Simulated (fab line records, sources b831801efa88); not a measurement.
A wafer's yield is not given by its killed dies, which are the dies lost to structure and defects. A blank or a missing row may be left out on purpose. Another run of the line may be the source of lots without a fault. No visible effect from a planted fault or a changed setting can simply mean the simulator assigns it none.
Which tool did it? | flow sky130 | 10 lots with 30 wafers sampled at 2 steps, on a route of 708 steps

WHAT THE GAUGES READ, wafer by wafer
SKY_CAPM_THK_MEAS_01. Usual: CAPM_CVD_00_THK 15.38 nm, standard deviation 0.22.
lot  | measured     | on           | CAPM_CVD_00_THK (nm) | flag
L940 | day 37 00:38 | filmMetro-04 | 15.35 15.66 15.53    | 
L944 | day 38 22:10 | filmMetro-04 | 15.32 15.54 15.51    | 
L946 | day 39 03:35 | filmMetro-04 | 15.28 15.65 15.84    | 
L947 | day 39 07:39 | filmMetro-04 | 15.02 15.19 15.47    | 
L948 | day 39 17:05 | filmMetro-02 | 15.05 15.25 14.83    | 
L949 | day 40 04:23 | filmMetro-04 | 15.09 15.33 15.48    | 
L950 | day 40 07:31 | filmMetro-04 | 15.58 15.15 15.64    | 
L953 | day 41 16:22 | filmMetro-02 | 15.47 15.72 16.00    | 
L955 | day 41 20:46 | filmMetro-02 | 15.40 15.41 15.78    | 
L957 | day 42 01:52 | filmMetro-03 | 15.27 15.36 15.80    | 

TOOL THAT RAN EACH LOT (tool first, then ch and the chambers of the sampled wafers, then the start)
lot  | SKY_CAPM_CVD_00
L940 | pecvd-04 ch 0,1, day 37 00:35
L944 | pecvd-03 ch 1,2, day 38 22:08
L946 | pecvd-04 ch 0,2, day 39 03:34
L947 | pecvd-04 ch 0,1, day 39 07:37
L948 | pecvd-02 ch 0,2, day 39 17:04
L949 | pecvd-03 ch 0,1, day 40 04:21
L950 | pecvd-04 ch 0,1, day 40 07:29
L953 | pecvd-02 ch 0,1, day 41 16:20
L955 | pecvd-04 ch 0,2, day 41 20:43
L957 | pecvd-02 ch 1,2, day 42 01:50
- SKY_CAPM_CVD_00: deposits SiO2, target thk 15.5 nm.

WHAT THE TOOLS THEMSELVES READ (means of the sampled wafers that have a number; where no wafer has one, the mark that the record gives instead)
SKY_CAPM_CVD_00. Usual: 687 W for heaterPowerW, sd 67.
lot  | tool     | heaterPowerW (W) | flag
L940 | pecvd-04 | 719              | 
L944 | pecvd-03 | 638              | 
L946 | pecvd-04 | 682              | 
L947 | pecvd-04 | 760              | 
L948 | pecvd-02 | 650              | 
L949 | pecvd-03 | 677              | 
L950 | pecvd-04 | 770              | 
L953 | pecvd-02 | 709              | 
L955 | pecvd-04 | 706              | 
L957 | pecvd-02 | 719              | 

THE ANSWER, worked out from the rows above alone
Rule: a lot is off if the mean of its wafers that have a number lies more than 3 standard deviations from the usual mean. Also off: a lot with no number at a reading for which 4 or more lots have one. Where the step has rows for the other lots, those lots are counted as sound. Order of review: gauges by route order, followed by the tools' own readings, for which a lot's mean as printed above is used. At the first step where some lot is off, the reading lying furthest off is the one used; lots without a number count as furthest.
No lot is off at any reading shown: from this, nothing can be told.

WHAT WAS PUT IN BY THE SIMULATOR
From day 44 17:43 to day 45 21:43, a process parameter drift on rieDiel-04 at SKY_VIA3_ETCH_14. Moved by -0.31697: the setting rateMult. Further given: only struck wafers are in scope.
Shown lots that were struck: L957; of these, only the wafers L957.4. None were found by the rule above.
